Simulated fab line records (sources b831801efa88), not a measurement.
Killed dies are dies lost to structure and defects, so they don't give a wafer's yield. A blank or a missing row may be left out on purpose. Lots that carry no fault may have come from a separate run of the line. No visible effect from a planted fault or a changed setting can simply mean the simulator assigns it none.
A lot that was struck, set against a sound lot -- flow sfq_line -- 15 out of 325 route steps
Sound: the wafers L355.2, L355.3, L355.5. Struck: wafer L366.3. (L366.1, L366.2 of the same lot were not struck and are left out.) The cause comes at the end.
Each step with rows lists, per side, the tool, then ch with its chambers, then its first start. Under that, the readings that differ: sound wafers -- struck wafers -- difference of the means -- sigmas: that difference in standard deviations of wafers without a fault.
alike: readings whose means differ by less than 2 such deviations, and words and numbers that are the same on both sides. not compared: withheld readings, readings that some wafer has no value for, bounds like >300 that may hide the same value, and numbers for which the record gives no deviation and whose values overlap.
The two part at a step that has a row with sigmas, a row that says differs or no value, or rows on one side only. When numbers do not overlap yet have no deviation, they are printed without sigmas and do not part them. A reading that every wafer of one side lacks parts them only if that side has two wafers or more.

first, 1 step without rows for these wafers: SFQ_TRILAYER_M1_STRIP_SOLV_CLEAN_044 (cleans in NMP, time 600 s).
SFQ_TRILAYER_I1_DEP_PECVD_045: deposits SiO2 from SiH4/N2O, time 111.11 s, target thk 500 nm.
  sound on pecvd-01 ch 0,2, day 16 01:35; struck on pecvd-01 ch 0, day 26 14:34
reading,sound,struck,difference,sigmas
chamber_pressure_Torr (Torr),2.403 2.400 2.398,2.383,-0.017,-3
  alike: heater_power_w, throttle_valve_pct
SFQ_TRILAYER_I1_CMP_CMP_046: polishes SiO2.
  sound on cmp-01 ch 0,1,3, day 16 03:26; struck on cmp-01 ch 0, day 26 15:28
  alike: motor_current_A, time_to_endpoint_s
SFQ_I1_BOW_MEAS_912:
  sound: film_metro-04 at day 16 05:28; struck: film_metro-01 at day 26 17:58
  alike: I1_BOW
SFQ_TRILAYER_I1_METRO_MEASURE_047:
  sound: film_metro-04 at day 16 05:46; struck: film_metro-01 at day 26 18:05
  alike: thk_nm
then, 6 steps without rows for these wafers: SFQ_TRILAYER_I1_VIA_LITHO_COAT_054 (resist thk 62 nm); SFQ_TRILAYER_I1_VIA_LITHO_COAT_049 (resist thk 650 nm); SFQ_TRILAYER_I1_VIA_LITHO_SOFTBAKE_053; SFQ_TRILAYER_I1_VIA_LITHO_EXPOSE_050 (exposes mask I1, target cd 500 nm); SFQ_TRILAYER_I1_VIA_LITHO_PEB_052 (peb time 60 s); SFQ_TRILAYER_I1_VIA_LITHO_DEVELOP_051 (time 60 s).
SFQ_I1_OVL_MEAS_913:
  sound: overlay-01 at day 16 09:01; struck: overlay-02 at day 27 01:43
  alike: I1_OVL
SFQ_TRILAYER_I1_VIA_BARC_OPEN_VIA_ETCH_071: etches BARC in O2, target depth 125 nm, time 41.7 s.
  sound on rie_diel-04 ch 0,2,3, day 16 09:03; struck on rie_diel-01 ch 3, day 27 01:44
reading,sound,struck,difference,sigmas
oes_product_au (a.u.),0.683 0.688 0.682,0.668,-0.016,-3
run_length_s (s),70.1 69.7 69.5,72.6,+2.8,+7
model.KrF_of_TRILAYER_I1_VIA_LITHO_COAT_049.thk_nm (nm),573.1 572.1 572,567.4,-5.0,
  alike: drypump_motor_current_A
  not compared: rf_hours_counter_h
SFQ_TRILAYER_I1_VIA_ETCH_VIA_ETCH_052: etches SiO2 in CHF3, stops on Nb, target depth 260 nm.
  sound on rie_diel-04 ch 0,2,3, day 16 09:05; struck on rie_diel-01 ch 3, day 27 01:47
reading,sound,struck,difference,sigmas
model.KrF_of_TRILAYER_I1_VIA_LITHO_COAT_049.thk_nm (nm),527.4 527.4 526.8,523.1,-4.1,
  alike: drypump_motor_current_A, oes_product_au
SFQ_TRILAYER_I1_VIA_STRIP_STRIP_053: strips in O2.
  sound on rie_metal-03 ch 0,1, day 16 09:12; struck on rie_metal-04 ch 1, day 27 01:54
reading,sound,struck,difference,sigmas
drypump_motor_current_A (A),6.3 6.5 6.4,5.0,-1.4,-3
  alike: oes_product_au
  not compared: rf_hours_counter_h

WHERE THEY PART
Last at SFQ_TRILAYER_I1_VIA_STRIP_STRIP_053 as far as this record goes, first at SFQ_TRILAYER_I1_DEP_PECVD_045.

WHY: what the simulator had put in
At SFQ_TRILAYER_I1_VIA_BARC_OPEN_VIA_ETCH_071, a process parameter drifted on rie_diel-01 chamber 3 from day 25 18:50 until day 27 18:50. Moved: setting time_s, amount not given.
